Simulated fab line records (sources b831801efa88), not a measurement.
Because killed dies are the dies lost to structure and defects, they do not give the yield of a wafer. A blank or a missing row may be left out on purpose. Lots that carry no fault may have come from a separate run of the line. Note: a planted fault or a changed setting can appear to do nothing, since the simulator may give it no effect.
Comparing a struck lot with a sound one ; flow gf180mcu ; 16 steps out of a route of 602
Sound: the wafers L512.1, L512.2, L512.6. Wafers struck: L526.3, L526.4, L526.6. At the end, the cause is stated.
At each step with rows: each side's tool, then ch and its chambers, then its first start. Under that, the readings that differ: sound wafers ; struck wafers ; difference of the means ; sigmas: that difference in standard deviations of wafers without a fault.
alike: a reading whose means differ by less than 2 such deviations, as well as words and numbers matching on both sides. not compared: withheld readings; readings where some wafer has no value; bounds like >300 that might hide an equal value; numbers whose values overlap and for which the record gives no deviation.
A row with sigmas, a row that says differs or no value, or rows on one side alone: a step with any of these is where the two part. Numbers that don't overlap but have no deviation are shown without sigmas and don't part them. A reading missing from all wafers of one side parts the sides only when that side holds two or more wafers.

first, 4 steps without rows for these wafers: GF_M2_SOFTBAKE_10 (time 60 s); GF_M2_EXPOSE_11 (exposes mask Metal2, target cd 280 nm); GF_M2_PEB_12 (peb time 90 s); GF_M2_DEVELOP_13 (develop time 60 s).
GF_M2_CD_MEAS_14: the cd target is 280 nm.
  sound: cd-sem-02 at day 19 17:02; struck: cd-sem-02 at day 24 16:29
  alike: cd-nm
GF_M2_OVL_MEAS_15:
  sound: overlay-01 at day 19 17:10; struck: overlay-02 at day 24 16:35
  alike: M2_OVL
GF_M2_METAL_ETCH_16: etches the open film in Cl2/BCl3, stops on SiO2, target depth 750.8 nm, time 125.1 s.
  sound on rie-metal-04 ch 0,1, day 19 17:12; struck on rie-metal-03 ch 0, day 24 16:41
  alike: chamber-pressure-mTorr, drypump-motor-current-A, oes-product-au, throttle-valve-pct
  not compared: rf-hours-counter-h
GF_M2_STRIP_17: strips in O2/N2.
  sound on plasma-asher-01 ch 0,1, day 19 17:20; struck on plasma-asher-01 ch 0,1, day 24 16:53
reading;sound;struck;difference;sigmas
strip-time-to-endpoint-s (s);7.43 7.41 7.45;7.30 7.32 7.27;-0.13;-2
  alike: chamber-pressure-mTorr, drypump-motor-current-A, heater-power-w, o2-flow-sccm, oes-product-au
  not compared: rf-hours-counter-h
then, 3 steps without rows for these wafers: GF_M2_STRIP_18 (strips in post etch residue remover, time 1200 s); GF_M2_CLEAN_19 (cleans in DIW); GF_V2_CVD_00 (deposits SiO2, target thk 600 nm, time 100 s).
GF_V2_THK_MEAS_01:
  sound: film-metro-02 at day 19 18:16; struck: film-metro-02 at day 24 17:35
reading;sound;struck;difference;sigmas
V2_CVD_00_THK (nm);609 619 623;587 598 594;-24;-3
GF_V2_CVD_02: deposits SiO2 from TEOS, target thk 850 nm, time 94.851 s.
  sound on pecvd-04 ch 0,1, day 19 18:20; struck on pecvd-04 ch 0,1, day 24 17:37
reading;sound;struck;difference;sigmas
model.SiO2_of_V2_CVD_02.thk-nm (nm);846.2 824.5 838.3;1227 1257 1245;+407;
  alike: heater-power-w
GF_V2_THK_MEAS_03:
  sound: film-metro-02 at day 19 18:24; struck: film-metro-04 at day 24 17:43
reading;sound;struck;difference;sigmas
V2_CVD_02_THK (nm);846 824 838;1228 1256 1244;+407;+29
GF_V2_CMP_04: polishes SiO2.
  sound on cmp-01 ch 1,3, day 19 18:40; struck on cmp-02 ch 1,3, day 24 17:48
reading;sound;struck;difference;sigmas
motor-current-A (A);10.6 12.6 10.5;14.1 14.8 15.2;+3.5;+2
time-to-endpoint-s (s);75 62 72;226 237 227;+160;+25
  alike: slurry-filter-dp-kPa
GF_V2_BOW_MEAS_05:
  sound: film-metro-01 at day 19 18:58; struck: film-metro-02 at day 24 18:05
  alike: V2_BOW

WHERE THEY PART
First at GF_M2_STRIP_17; last, within this record, at GF_V2_CMP_04. Later steps at which nothing parts them and some readings are alike: GF_V2_BOW_MEAS_05.

WHY: the cause the simulator had injected
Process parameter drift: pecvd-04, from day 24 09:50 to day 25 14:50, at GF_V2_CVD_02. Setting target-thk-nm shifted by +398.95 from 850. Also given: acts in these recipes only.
